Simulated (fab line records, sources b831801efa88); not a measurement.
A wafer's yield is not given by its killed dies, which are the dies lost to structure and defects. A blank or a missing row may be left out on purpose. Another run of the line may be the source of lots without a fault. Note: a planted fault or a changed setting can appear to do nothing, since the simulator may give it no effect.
The tool behind it: which one?    flow gf180mcu    13 lots with 39 wafers sampled at 5 steps, on a route of 602 steps

## WHAT EACH GAUGE READ, for each wafer
GF_M1_CD_MEAS_14: the cd target is 230 nm.
lot   measured      on         cd_nm (nm)
L693  day 16 19:59  cd_sem-02  228.5 228.6 228.8
L694  day 17 11:54  cd_sem-02  230.1 230.2 229.8
L696  day 17 19:08  cd_sem-02  229.5 228.5 228.0
L698  day 18 12:34  cd_sem-02  229.6 229.2 230.7
L700  day 19 10:56  cd_sem-02  231.0 229.6 229.5
L701  day 19 21:52  cd_sem-01  229.7 231.1 229.7
L702  day 20 11:39  cd_sem-01  230.9 230.4 230.0
L703  day 20 12:34  cd_sem-01  229.9 230.1 228.6
L705  day 21 04:07  cd_sem-01  229.6 230.1 230.4
L713  day 23 23:24  cd_sem-01  229.7 228.8 229.4
L714  day 24 09:53  cd_sem-01  230.1 230.9 229.4
L715  day 24 10:58  cd_sem-02  231.0 232.1 230.5
L716  day 24 23:18  cd_sem-01  229.8 229.9 230.8

GF_M2_THK_MEAS_06: measures by xrf.
lot   measured      on             M2_ALCU_THK (nm)
L693  day 17 22:49  film_metro-02  452 455 456
L694  day 18 14:25  film_metro-04  453 457 452
L696  day 18 22:41  film_metro-02  458 457 453
L698  day 19 16:22  film_metro-04  443 442 442
L700  day 20 14:46  film_metro-03  459 461 467
L701  day 21 01:25  film_metro-03  462 463 465
L702  day 21 15:08  film_metro-02  457 451 454
L703  day 21 16:40  film_metro-04  449 455 454
L705  day 22 07:03  film_metro-03  459 463 456
L713  day 25 00:08  film_metro-03  466 464 465
L714  day 25 10:37  film_metro-03  461 457 465
L715  day 25 11:31  film_metro-03  462 466 456
L716  day 25 23:40  film_metro-04  445 451 445

GF_M2_CD_MEAS_14: the cd target is 280 nm.
lot   measured      on         cd_nm (nm)
L693  day 18 23:18  cd_sem-01  279.1 281.1 279.6
L694  day 19 14:53  cd_sem-01  278.7 279.4 279.0
L696  day 19 23:32  cd_sem-02  280.7 280.3 280.5
L698  day 20 17:41  cd_sem-01  277.9 279.1 277.7
L700  day 21 15:34  cd_sem-01  277.8 278.3 279.4
L701  day 22 00:27  cd_sem-02  279.7 279.4 279.6
L702  day 22 13:48  cd_sem-02  278.1 279.0 278.7
L703  day 22 15:45  cd_sem-02  278.6 278.9 278.0
L705  day 23 06:04  cd_sem-02  279.5 275.4 275.5
L713  day 25 20:53  cd_sem-01  280.7 280.5 280.2
L714  day 26 06:58  cd_sem-01  281.4 280.8 280.4
L715  day 26 08:34  cd_sem-01  279.9 280.7 280.2
L716  day 26 19:56  cd_sem-01  278.0 278.1 279.5

GF_V2_OVL_MEAS_15.
lot   measured      on          V2_OVL (nm)
L693  day 20 01:54  overlay-02  4 1 -4
L694  day 20 17:56  overlay-01  -9 -6 -6
L696  day 21 01:48  overlay-02  -1 3 -2
L698  day 21 19:03  overlay-02  -2 -6 -3
L700  day 22 15:57  overlay-02  3 -5 -1
L701  day 23 01:27  overlay-01  -1 3 -2
L702  day 23 13:48  overlay-02  -4 -5 0
L703  day 23 15:06  overlay-01  -4 3 9
L705  day 24 06:13  overlay-02  7 8 -8
L713  day 26 18:38  overlay-02  -3 -8 -6
L714  day 27 03:43  overlay-02  1 -4 -4
L715  day 27 05:54  overlay-01  -3 0 2
L716  day 27 17:45  overlay-02  -8 -6 -12

## TOOL THAT RAN EACH LOT (tool first, then ch and the chambers of the sampled wafers, then the start)
lot   GF_M2_PEB_12
L693  litho_track-02 ch 0, day 18 22:57
L694  litho_track-04 ch 0, day 19 14:32
L696  litho_track-02 ch 0, day 19 23:13
L698  litho_track-02 ch 0, day 20 16:48
L700  litho_track-02 ch 0, day 21 15:14
L701  litho_track-04 ch 0, day 22 00:08
L702  litho_track-04 ch 0, day 22 13:29
L703  litho_track-02 ch 0, day 22 15:24
L705  litho_track-04 ch 0, day 23 05:43
L713  litho_track-02 ch 0, day 25 20:34
L714  litho_track-02 ch 0, day 26 06:38
L715  litho_track-03 ch 0, day 26 08:13
L716  litho_track-02 ch 0, day 26 19:37
- GF_M2_PEB_12: peb time 90 s.

## WHAT THE TOOLS THEMSELVES READ (means of the sampled wafers that have a number; where no wafer has one, the mark that the record gives instead)
GF_M2_PEB_12.
lot   tool            chill_plate_temp_C (C)
L693  litho_track-02  23.01
L694  litho_track-04  23.02
L696  litho_track-02  22.99
L698  litho_track-02  23.01
L700  litho_track-02  23.05
L701  litho_track-04  22.91
L702  litho_track-04  23.02
L703  litho_track-02  23.09
L705  litho_track-04  23.04
L713  litho_track-02  23.06
L714  litho_track-02  22.99
L715  litho_track-03  22.94
L716  litho_track-02  22.97

## THE ANSWER, worked out from the rows above alone
Rule: the usual values come from the lots themselves. The widest of any qualifying gaps counts: lots, ordered by their means at a reading, are off when they make up no more than a third of the lots, leave a main group of 4 or more, and stand apart from it by 3 or more times the standard deviation of that group's means. Not used: any main group whose means are identical at the precision the tables above print for the reading. A lot without any number at a reading at which 4 lots or more have one is off too. Where the step has rows for the other lots, those lots are counted as sound. After the gauges, taken in route order, come the tools' own readings; for these a lot's mean is taken, as printed above. The first step at which some lot is off is used, and at that step the reading that is off furthest; a lot without a number counts as furthest.
No lot is off at any reading shown: from this, nothing can be told.

## WHAT THE SIMULATOR HAD PUT IN
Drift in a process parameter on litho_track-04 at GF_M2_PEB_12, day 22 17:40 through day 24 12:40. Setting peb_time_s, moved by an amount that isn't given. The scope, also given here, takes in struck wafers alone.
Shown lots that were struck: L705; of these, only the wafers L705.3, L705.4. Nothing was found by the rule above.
